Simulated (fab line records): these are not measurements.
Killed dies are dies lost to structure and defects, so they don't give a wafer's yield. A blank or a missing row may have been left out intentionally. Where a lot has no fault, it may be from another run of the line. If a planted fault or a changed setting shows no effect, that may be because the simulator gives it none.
fab line records	flow gf180mcu	part 1 of 2: steps 1 to 33 of 46
record: lots: 5	wafers: 15	lastDay: 34
route steps=602 shown NWELL@49 LVPWELL@54 MVSD@66 MVPSD@78 VT_IMPLANT@90
lots that met no fault: from a run of the same line without faults
startH: hours from the record's opening day to when the first of the lot's shown wafers began	waitH: time in hours since the lot's previous step	" the same as in the row above	L1.1+2: one row covering several wafers at once	- no value, or no start was given	* or withheld: withheld	< > ~ a bound
route shown NAME@n: names a module that has steps shown in the file, with the first one's number in the route	usual: mean/standard deviation taken from wafers without a fault	same: alike in all rows	chamber/n: place in a boat	sites: each site's reading	_std_site: the standard deviation of these	_edge_site: outer sites' mean less inner sites'	radiusMm: for every site, how far away it sits from the centre of the wafer	mask NAME#n: copy n	behind: the tool/chamber that last shaped the wafer	hold: the reason the lot was held/the length of the hold in hours/how it ended	device: names the non-switching transistor (n, p or np)	end of line: tests run on the same wafers once the route is complete	for a step that has no rows: nothing shown but its recipe	killed: dies that structure and defects cost at the first sort, which is not the same as the wafer's yield	map: per-die view of a wafer (x killed, . not killed, _ where there is no die)
set.NAME: the run value of the setting; set.NAME@STEP: its run value at that earlier step	model.NAME: the simulator's own value behind a step, which no gauge read
lots at some steps of the route; a table a step, a row a wafer
services: a tool's chamber out of use, with start hour (startH, from the record's first day; less than 0 if before it), hours out, and reason
== steps ==
step: GF_NWELL_OVL_MEAS_07
usual: NWELL_OVL: -0.3/1.4
lot.wafer	tool	chamber	startH	waitH	NWELL_OVL[nm]
L077.1	overlay-01	-	72.34	-	-1.1
L077.2	"	-	"	"	-1.7
L077.4	"	-	"	"	0.8
L078.1	overlay-01	-	76.83	-	-2.6
L078.2	"	-	"	"	-2.9
L078.5	"	-	"	"	-1.8
L080.1	overlay-01	-	87.07	-	1.2
L080.2	"	-	"	"	0.9
L080.5	"	-	"	"	1.5
L082.2	overlay-01	-	97.93	-	-1.6
L082.3	"	-	"	"	-1.7
L082.5	"	-	"	"	-0.7
L096.1	overlay-02	-	174.93	-	1.1
L096.2	"	-	"	"	-0.7
L096.4	"	-	"	"	0.1
step: GF_NWELL_IMPLANT_08
recipe: species: P	energyKev: 450	doseCm2: 1.5e+13	tiltDeg: 0
usual: tiltDeg: 0.003/0.017
lot.wafer	tool	chamber	startH	waitH	tiltDeg
L077.1	implanter-01	0	72.38	0.0	-0.005
L077.2	"	0	"	"	0.017
L077.4	"	0	"	"	0.008
L078.1	implanter-02	0	76.87	0.0	-0.025
L078.2	"	0	"	"	0.006
L078.5	"	0	"	"	-0.017
L080.1	implanter-02	0	87.11	0.0	0.007
L080.2	"	0	"	"	-0.017
L080.5	"	0	"	"	-0.013
L082.2	implanter-04	0	97.98	0.0	0.005
L082.3	"	0	"	"	0.001
L082.5	"	0	"	"	-0.003
L096.1	implanter-02	0	174.97	0.0	-0.016
L096.2	"	0	"	"	-0.002
L096.4	"	0	"	"	0.008
step: GF_NWELL_IMPLANT_09
recipe: species: P	energyKev: 160	doseCm2: 4e+12	tiltDeg: 0
usual: tiltDeg: 0.005/0.023
lot.wafer	tool	chamber	startH	waitH	tiltDeg
L077.1	implanter-01	0	72.53	0.1	0.062
L077.2	"	0	"	"	0.003
L077.4	"	0	"	"	0.044
L078.1	implanter-02	0	77.02	0.1	-0.004
L078.2	"	0	"	"	0.001
L078.5	"	0	"	"	0.000
L080.1	implanter-02	0	87.26	0.1	0.001
L080.2	"	0	"	"	-0.014
L080.5	"	0	"	"	-0.015
L082.2	implanter-04	0	98.13	0.1	0.003
L082.3	"	0	"	"	0.026
L082.5	"	0	"	"	0.019
L096.1	implanter-02	0	175.12	0.1	0.037
L096.2	"	0	"	"	0.042
L096.4	"	0	"	"	0.024
step: GF_NWELL_STRIP_10
recipe: chemistry: O2/N2	powerW: 1400	pressureMtorr: 1500	platenTempC: 250	o2FlowSccm: 3000	n2FlowSccm: 300	overashFraction: 0.5
usual: drypumpMotorCurrentA: 5.8/0.46	heaterPowerW: 337/26	n2FlowSccm: 300.1/0.88	oesProductAu: 0.723/0.0045	stripTimeToEndpointS: 37.00/0.11
lot.wafer	tool	chamber	startH	waitH	drypumpMotorCurrentA	heaterPowerW	n2FlowSccm	oesProductAu	rfHoursCounterH	stripTimeToEndpointS
L077.1	plasmaAsher-03	1	72.68	0.1	5.4	367	300.8	0.718	43	37.06
L077.2	"	0	"	"	6.5	304	301.2	0.728	43	36.96
L077.4	"	0	"	"	6.5	306	301.4	0.718	-	37.06
L078.1	plasmaAsher-03	1	77.17	0.1	5.3	359	300.4	0.722	44	37.07
L078.2	"	0	"	"	6.6	306	299.8	0.730	44	37.02
L078.5	"	0	"	"	6.6	305	300.2	0.725	-	37.01
L080.1	plasmaAsher-04	0	87.41	0.1	5.3	349	298.9	0.727	46	36.93
L080.2	"	1	"	"	5.4	362	301.4	0.722	46	36.78
L080.5	"	0	"	"	5.3	342	298.8	0.728	-	36.96
L082.2	plasmaAsher-03	0	98.26	0.1	6.5	300	299.8	0.720	46	36.79
L082.3	"	0	"	"	6.6	313	299.2	0.725	-	36.80
L082.5	"	1	"	"	5.3	352	300.5	0.730	-	36.79
L096.1	plasmaAsher-03	0	175.27	0.1	6.5	301	299.1	0.725	55	37.03
L096.2	"	1	"	"	5.4	356	301.4	0.717	55	36.99
L096.4	"	0	"	"	6.6	315	300.2	0.725	-	36.86
step: GF_NWELL_TW_MEAS_11
usual: NWELL_TW: 1578/13
lot.wafer	tool	chamber	startH	waitH	NWELL_TW
L077.1	filmMetro-02	-	72.78	0.1	1606
L077.2	"	-	"	"	1596
L077.4	"	-	"	"	1603
L078.1	filmMetro-04	-	77.27	0.1	1580
L078.2	"	-	"	"	1586
L078.5	"	-	"	"	1584
L080.1	filmMetro-02	-	87.51	0.1	1589
L080.2	"	-	"	"	1593
L080.5	"	-	"	"	1601
L082.2	filmMetro-02	-	98.37	0.1	1575
L082.3	"	-	"	"	1585
L082.5	"	-	"	"	1578
L096.1	filmMetro-04	-	175.37	0.1	1590
L096.2	"	-	"	"	1582
L096.4	"	-	"	"	1588
step: GF_LVPWELL_DEHYDRATE_00
recipe: tempC: 200	timeS: 60
lot.wafer	tool	chamber	startH	waitH
L077.1+2+4	lithoTrack-03	0	78.74	6.0
L078.1+2+5	lithoTrack-04	0	83.42	6.1
L080.1+2+5	lithoTrack-04	0	93.72	6.2
L082.2+3+5	lithoTrack-02	0	105.06	6.7
L096.1+2+4	lithoTrack-04	0	183.42	8.0
step: GF_LVPWELL_HMDS_01
recipe: primeTimeS: 60	primeTempC: 120
lot.wafer	tool	chamber	startH	waitH
L077.1+2+4	lithoTrack-03	0	78.89	0.1
L078.1+2+5	lithoTrack-04	0	83.57	0.1
L080.1+2+5	lithoTrack-04	0	93.87	0.1
L082.2+3+5	lithoTrack-02	0	105.21	0.1
L096.1+2+4	lithoTrack-04	0	183.57	0.1
step: GF_LVPWELL_COAT_02
recipe: spinRpm: 2000	resistThkNm: 3000
lot.wafer	tool	chamber	startH	waitH
L077.1+2+4	lithoTrack-03	0	79.04	0.1
L078.1+2+5	lithoTrack-04	0	83.72	0.1
L080.1+2+5	lithoTrack-04	0	94.02	0.1
L082.2+3+5	lithoTrack-02	0	105.36	0.1
L096.1+2+4	lithoTrack-04	0	183.72	0.1
step: GF_LVPWELL_SOFTBAKE_03
recipe: tempC: 110	timeS: withheld
lot.wafer	tool	chamber	startH	waitH
L077.1+2+4	lithoTrack-03	0	79.19	0.1
L078.1+2+5	lithoTrack-04	0	83.87	0.1
L080.1+2+5	lithoTrack-04	0	94.17	0.1
L082.2+3+5	lithoTrack-02	0	105.52	0.1
L096.1+2+4	lithoTrack-04	0	183.87	0.1
step: GF_LVPWELL_EXPOSE_04
recipe: maskId: LVPWELL	targetCdNm: 600	na: 0.6	sourceShape: conventional	sigmaOuter: 0.6	doseMj: 260
lot.wafer	tool	chamber	startH	waitH	mask
L077.1+2+4	ilineStepper-02	0	-	-	LVPWELL#0
L078.1+2+5	ilineStepper-02	0	-	-	LVPWELL#0
L080.1+2+5	ilineStepper-02	0	-	-	LVPWELL#0
L082.2+3+5	ilineStepper-01	0	-	-	LVPWELL#0
L096.1+2+4	ilineStepper-02	0	-	-	LVPWELL#0
step: GF_LVPWELL_PEB_05
recipe: tempC: 115	timeS: withheld
lot.wafer	tool	chamber	startH	waitH
L077.1+2+4	lithoTrack-02	0	-	-
L078.1+2+5	lithoTrack-03	0	-	-
L080.1+2+5	lithoTrack-03	0	-	-
L082.2+3+5	lithoTrack-03	0	-	-
L096.1+2+4	lithoTrack-02	0	-	-
step: GF_LVPWELL_DEVELOP_06
recipe: wallAngleDeg: 90	developTimeS: 60	devTempC: 23
same: developTimeS: 60
lot.wafer	tool	chamber	startH	waitH
L077.1+2+4	lithoTrack-02	0	-	-
L078.1+2+5	lithoTrack-03	0	-	-
L080.1+2+5	lithoTrack-03	0	-	-
L082.2+3+5	lithoTrack-03	0	-	-
L096.1+2+4	lithoTrack-02	0	-	-
step: GF_LVPWELL_OVL_MEAS_07
usual: LVPWELL_OVL: 0.5/1.6
lot.wafer	tool	chamber	startH	waitH	LVPWELL_OVL[nm]
L077.1	overlay-02	-	86.34	-	-1.3
L077.2	"	-	"	"	-0.1
L077.4	"	-	"	"	0.5
L078.1	overlay-01	-	90.69	-	0.9
L078.2	"	-	"	"	0.8
L078.5	"	-	"	"	1.6
L080.1	overlay-02	-	101.24	-	0.7
L080.2	"	-	"	"	0.0
L080.5	"	-	"	"	-0.2
L082.2	overlay-01	-	112.84	-	0.8
L082.3	"	-	"	"	-0.6
L082.5	"	-	"	"	0.7
L096.1	overlay-01	-	192.59	-	1.3
L096.2	"	-	"	"	1.4
L096.4	"	-	"	"	1.6
step: GF_LVPWELL_IMPLANT_08
recipe: species: B	energyKev: 170	doseCm2: 1.5e+13	tiltDeg: 0
usual: tiltDeg: -0.003/0.02
lot.wafer	tool	chamber	startH	waitH	tiltDeg
L077.1	implanter-03	0	86.37	0.0	0.007
L077.2	"	0	"	"	0.003
L077.4	"	0	"	"	0.006
L078.1	implanter-04	0	90.72	0.0	-0.050
L078.2	"	0	"	"	-0.023
L078.5	"	0	"	"	-0.024
L080.1	implanter-03	0	101.27	0.0	0.030
L080.2	"	0	"	"	0.025
L080.5	"	0	"	"	0.017
L082.2	implanter-03	0	112.90	0.0	0.004
L082.3	"	0	"	"	0.026
L082.5	"	0	"	"	0.002
L096.1	implanter-04	0	192.62	0.0	0.023
L096.2	"	0	"	"	0.005
L096.4	"	0	"	"	-0.020
step: GF_LVPWELL_IMPLANT_09
recipe: species: B	energyKev: 60	doseCm2: 5e+12	tiltDeg: 0
usual: tiltDeg: -0.001/0.02
lot.wafer	tool	chamber	startH	waitH	tiltDeg
L077.1	implanter-03	0	86.52	0.1	-0.024
L077.2	"	0	"	"	-0.016
L077.4	"	0	"	"	0.007
L078.1	implanter-04	0	90.87	0.1	0.011
L078.2	"	0	"	"	0.012
L078.5	"	0	"	"	-0.010
L080.1	implanter-03	0	101.42	0.1	-0.049
L080.2	"	0	"	"	-0.014
L080.5	"	0	"	"	0.013
L082.2	implanter-03	0	113.05	0.1	-0.001
L082.3	"	0	"	"	-0.017
L082.5	"	0	"	"	-0.024
L096.1	implanter-04	0	192.77	0.1	0.026
L096.2	"	0	"	"	0.013
L096.4	"	0	"	"	0.013
step: GF_LVPWELL_STRIP_10
recipe: chemistry: O2/N2	powerW: 1400	pressureMtorr: 1500	platenTempC: 250	o2FlowSccm: 3000	n2FlowSccm: 300	overashFraction: 0.5
usual: drypumpMotorCurrentA: 5.44/0.29	heaterPowerW: 338/24	n2FlowSccm: 300.1/0.89	oesProductAu: 0.722/0.0043	stripTimeToEndpointS: 36.96/0.1
lot.wafer	tool	chamber	startH	waitH	drypumpMotorCurrentA	heaterPowerW	n2FlowSccm	oesProductAu	rfHoursCounterH	stripTimeToEndpointS
L077.1	plasmaAsher-02	0	86.67	0.1	5.23	333	299.7	0.722	28	36.90
L077.2	"	1	"	"	5.22	318	299.8	0.726	28	36.86
L077.4	"	1	"	"	5.18	305	300.2	0.718	-	36.98
L078.1	plasmaAsher-02	0	91.02	0.1	5.24	341	301.4	0.723	28	37.01
L078.2	"	1	"	"	5.17	309	298.8	0.715	28	37.11
L078.5	"	0	"	"	5.20	336	300.9	0.726	-	37.09
L080.1	plasmaAsher-02	0	101.57	0.1	5.23	329	299.4	0.726	29	36.91
L080.2	"	1	"	"	5.22	313	298.9	0.726	29	36.94
L080.5	"	0	"	"	5.25	340	300.1	0.725	-	37.11
L082.2	plasmaAsher-04	1	113.17	0.1	5.36	375	300.1	0.725	48	37.06
L082.3	"	1	"	"	5.35	363	300.6	0.727	-	37.02
L082.5	"	0	"	"	5.29	351	299.0	0.721	-	36.88
L096.1	plasmaAsher-02	1	192.92	0.1	5.19	311	299.5	0.720	38	36.96
L096.2	"	0	"	"	5.22	343	300.4	0.718	38	37.16
L096.4	"	0	"	"	5.25	333	300.8	0.721	-	37.09
step: GF_LVPWELL_TW_MEAS_11
usual: LVPWELL_TW: 560/4.5
lot.wafer	tool	chamber	startH	waitH	LVPWELL_TW
L077.1	filmMetro-01	-	86.77	0.1	556
L077.2	"	-	"	"	555
L077.4	"	-	"	"	552
L078.1	filmMetro-04	-	91.12	0.1	567
L078.2	"	-	"	"	565
L078.5	"	-	"	"	564
L080.1	filmMetro-01	-	101.67	0.1	556
L080.2	"	-	"	"	558
L080.5	"	-	"	"	556
L082.2	filmMetro-02	-	113.28	0.1	562
L082.3	"	-	"	"	563
L082.5	"	-	"	"	562
L096.1	filmMetro-02	-	193.02	0.1	563
L096.2	"	-	"	"	563
L096.4	"	-	"	"	563
step: GF_MVSD_DEHYDRATE_00
recipe: tempC: 200	timeS: 60
lot.wafer	tool	chamber	startH	waitH
L077.1+2+4	lithoTrack-02	0	92.89	6.1
L078.1+2+5	lithoTrack-03	0	97.59	6.5
L080.1+2+5	lithoTrack-01	0	108.38	6.7
L082.2+3+5	lithoTrack-03	0	120.26	7.0
L096.1+2+4	lithoTrack-03	0	200.64	7.6
step: GF_MVSD_HMDS_01
recipe: primeTimeS: 60	primeTempC: 120
lot.wafer	tool	chamber	startH	waitH
L077.1+2+4	lithoTrack-02	0	93.04	0.1
L078.1+2+5	lithoTrack-03	0	97.74	0.1
L080.1+2+5	lithoTrack-01	0	108.53	0.1
L082.2+3+5	lithoTrack-03	0	120.41	0.1
L096.1+2+4	lithoTrack-03	0	200.79	0.1
step: GF_MVSD_COAT_02
recipe: spinRpm: 2000	resistThkNm: 3000
lot.wafer	tool	chamber	startH	waitH
L077.1+2+4	lithoTrack-02	0	93.19	0.1
L078.1+2+5	lithoTrack-03	0	97.89	0.1
L080.1+2+5	lithoTrack-01	0	108.68	0.1
L082.2+3+5	lithoTrack-03	0	120.56	0.1
L096.1+2+4	lithoTrack-03	0	200.94	0.1
step: GF_MVSD_SOFTBAKE_03
recipe: tempC: 110	timeS: withheld
lot.wafer	tool	chamber	startH	waitH
L077.1+2+4	lithoTrack-02	0	93.34	0.1
L078.1+2+5	lithoTrack-03	0	98.04	0.1
L080.1+2+5	lithoTrack-01	0	108.83	0.1
L082.2+3+5	lithoTrack-03	0	120.72	0.1
L096.1+2+4	lithoTrack-03	0	201.09	0.1
step: GF_MVSD_EXPOSE_04
recipe: maskId: MVSD	targetCdNm: 1000	na: 0.6	sourceShape: conventional	sigmaOuter: 0.6	doseMj: 260
lot.wafer	tool	chamber	startH	waitH	mask
L077.1+2+4	ilineStepper-02	0	-	-	MVSD#0
L078.1+2+5	ilineStepper-02	0	-	-	MVSD#0
L080.1+2+5	ilineStepper-02	0	-	-	MVSD#0
L082.2+3+5	ilineStepper-01	0	-	-	MVSD#0
L096.1+2+4	ilineStepper-02	0	-	-	MVSD#0
step: GF_MVSD_PEB_05
recipe: tempC: 115	timeS: withheld
lot.wafer	tool	chamber	startH	waitH
L077.1+2+4	lithoTrack-02	0	-	-
L078.1+2+5	lithoTrack-03	0	-	-
L080.1+2+5	lithoTrack-03	0	-	-
L082.2+3+5	lithoTrack-01	0	-	-
L096.1+2+4	lithoTrack-01	0	-	-
step: GF_MVSD_DEVELOP_06
recipe: wallAngleDeg: 90	developTimeS: 60	devTempC: 23
same: developTimeS: 60
lot.wafer	tool	chamber	startH	waitH
L077.1+2+4	lithoTrack-02	0	-	-
L078.1+2+5	lithoTrack-03	0	-	-
L080.1+2+5	lithoTrack-03	0	-	-
L082.2+3+5	lithoTrack-01	0	-	-
L096.1+2+4	lithoTrack-01	0	-	-
step: GF_MVSD_OVL_MEAS_07
usual: MVSD_OVL: -0.4/1.3
lot.wafer	tool	chamber	startH	waitH	MVSD_OVL[nm]
L077.1	overlay-02	-	100.59	-	-1.7
L077.2	"	-	"	"	-0.4
L077.4	"	-	"	"	-0.6
L078.1	overlay-02	-	105.34	-	-0.4
L078.2	"	-	"	"	-0.5
L078.5	"	-	"	"	-1.3
L080.1	overlay-01	-	116.14	-	1.5
L080.2	"	-	"	"	1.2
L080.5	"	-	"	"	1.3
L082.2	overlay-01	-	128.19	-	-0.8
L082.3	"	-	"	"	-1.2
L082.5	"	-	"	"	-1.0
L096.1	overlay-02	-	209.68	-	-0.8
L096.2	"	-	"	"	-0.6
L096.4	"	-	"	"	0.2
step: GF_MVSD_IMPLANT_08
recipe: species: P	energyKev: 400	doseCm2: 1.6e+13	tiltDeg: 0
usual: tiltDeg: 0.003/0.022
lot.wafer	tool	chamber	startH	waitH	tiltDeg
L077.1	implanter-03	0	100.62	0.0	0.008
L077.2	"	0	"	"	0.006
L077.4	"	0	"	"	-0.018
L078.1	implanter-03	0	105.37	0.0	0.033
L078.2	"	0	"	"	0.053
L078.5	"	0	"	"	0.017
L080.1	implanter-03	0	116.17	0.0	0.009
L080.2	"	0	"	"	0.004
L080.5	"	0	"	"	0.001
L082.2	implanter-04	0	128.24	0.0	-0.010
L082.3	"	0	"	"	0.006
L082.5	"	0	"	"	0.003
L096.1	implanter-03	0	209.71	0.0	-0.040
L096.2	"	0	"	"	-0.029
L096.4	"	0	"	"	-0.023
step: GF_MVSD_IMPLANT_09
recipe: species: P	energyKev: 100	doseCm2: 5e+12	tiltDeg: 0
usual: tiltDeg: -0.001/0.022
lot.wafer	tool	chamber	startH	waitH	tiltDeg
L077.1	implanter-03	0	100.77	0.1	0.013
L077.2	"	0	"	"	0.016
L077.4	"	0	"	"	0.000
L078.1	implanter-03	0	105.52	0.1	-0.002
L078.2	"	0	"	"	-0.018
L078.5	"	0	"	"	-0.019
L080.1	implanter-03	0	116.32	0.1	0.009
L080.2	"	0	"	"	-0.018
L080.5	"	0	"	"	0.019
L082.2	implanter-04	0	128.39	0.1	0.025
L082.3	"	0	"	"	0.037
L082.5	"	0	"	"	0.021
L096.1	implanter-03	0	209.86	0.1	0.047
L096.2	"	0	"	"	0.031
L096.4	"	0	"	"	-0.006
step: GF_MVSD_STRIP_10
recipe: chemistry: O2/N2	powerW: 1400	pressureMtorr: 1500	platenTempC: 250	o2FlowSccm: 3000	n2FlowSccm: 300	overashFraction: 0.5
usual: drypumpMotorCurrentA: 5.7/0.49	heaterPowerW: 326/23	n2FlowSccm: 300.1/0.82	oesProductAu: 0.722/0.0051	stripTimeToEndpointS: 37.00/0.11
lot.wafer	tool	chamber	startH	waitH	drypumpMotorCurrentA	heaterPowerW	n2FlowSccm	oesProductAu	rfHoursCounterH	stripTimeToEndpointS
L077.1	plasmaAsher-01	0	100.92	0.1	5.8	299	300.7	0.719	42	36.97
L077.2	"	1	"	"	6.0	352	298.2	0.724	42	36.79
L077.4	"	1	"	"	6.0	352	299.3	0.732	-	36.87
L078.1	plasmaAsher-03	1	105.67	0.1	5.4	358	300.2	0.722	47	36.88
L078.2	"	0	"	"	6.6	301	301.1	0.722	47	36.92
L078.5	"	0	"	"	6.6	310	300.5	0.728	-	37.01
L080.1	plasmaAsher-03	1	116.47	0.1	5.3	366	299.4	0.724	48	37.02
L080.2	"	0	"	"	6.6	299	300.7	0.724	48	37.05
L080.5	"	0	"	"	6.6	304	300.5	0.725	-	36.96
L082.2	plasmaAsher-01	1	128.52	0.1	6.1	351	300.3	0.724	1	36.87
L082.3	"	0	"	"	5.8	309	300.5	0.724	-	36.87
L082.5	"	0	"	"	5.8	295	301.9	0.725	-	36.88
L096.1	plasmaAsher-01	1	210.01	0.1	6.0	345	301.0	0.727	10	37.02
L096.2	"	0	"	"	5.8	304	299.2	0.719	10	37.05
L096.4	"	0	"	"	5.8	300	300.1	0.728	-	37.00
step: GF_MVSD_TW_MEAS_11
usual: MVSD_TW: 1582/13
lot.wafer	tool	chamber	startH	waitH	MVSD_TW
L077.1	filmMetro-02	-	101.02	0.1	1594
L077.2	"	-	"	"	1595
L077.4	"	-	"	"	1588
L078.1	filmMetro-01	-	105.79	0.1	1571
L078.2	"	-	"	"	1569
L078.5	"	-	"	"	1568
L080.1	filmMetro-01	-	116.57	0.1	1570
L080.2	"	-	"	"	1564
L080.5	"	-	"	"	1566
L082.2	filmMetro-01	-	128.63	0.1	1586
L082.3	"	-	"	"	1582
L082.5	"	-	"	"	1574
L096.1	filmMetro-02	-	210.11	0.1	1594
L096.2	"	-	"	"	1591
L096.4	"	-	"	"	1590
step: GF_MVPSD_DEHYDRATE_00
recipe: tempC: 200	timeS: 60
lot.wafer	tool	chamber	startH	waitH
L077.1+2+4	lithoTrack-04	0	107.62	6.6
L078.1+2+5	lithoTrack-01	0	112.58	6.8
L080.1+2+5	lithoTrack-04	0	123.42	6.8
L082.2+3+5	lithoTrack-03	0	135.46	6.8
L096.1+2+4	lithoTrack-04	0	218.92	8.8
step: GF_MVPSD_HMDS_01
recipe: primeTimeS: 60	primeTempC: 120
lot.wafer	tool	chamber	startH	waitH
L077.1+2+4	lithoTrack-04	0	107.77	0.1
L078.1+2+5	lithoTrack-01	0	112.73	0.1
L080.1+2+5	lithoTrack-04	0	123.57	0.1
L082.2+3+5	lithoTrack-03	0	135.61	0.1
L096.1+2+4	lithoTrack-04	0	219.07	0.1
step: GF_MVPSD_COAT_02
recipe: spinRpm: 2000	resistThkNm: 3000
lot.wafer	tool	chamber	startH	waitH
L077.1+2+4	lithoTrack-04	0	107.92	0.1
L078.1+2+5	lithoTrack-01	0	112.88	0.1
L080.1+2+5	lithoTrack-04	0	123.72	0.1
L082.2+3+5	lithoTrack-03	0	135.76	0.1
L096.1+2+4	lithoTrack-04	0	219.22	0.1
step: GF_MVPSD_SOFTBAKE_03
recipe: tempC: 110	timeS: withheld
lot.wafer	tool	chamber	startH	waitH
L077.1+2+4	lithoTrack-04	0	108.07	0.1
L078.1+2+5	lithoTrack-01	0	113.03	0.1
L080.1+2+5	lithoTrack-04	0	123.87	0.1
L082.2+3+5	lithoTrack-03	0	135.92	0.1
L096.1+2+4	lithoTrack-04	0	219.37	0.1
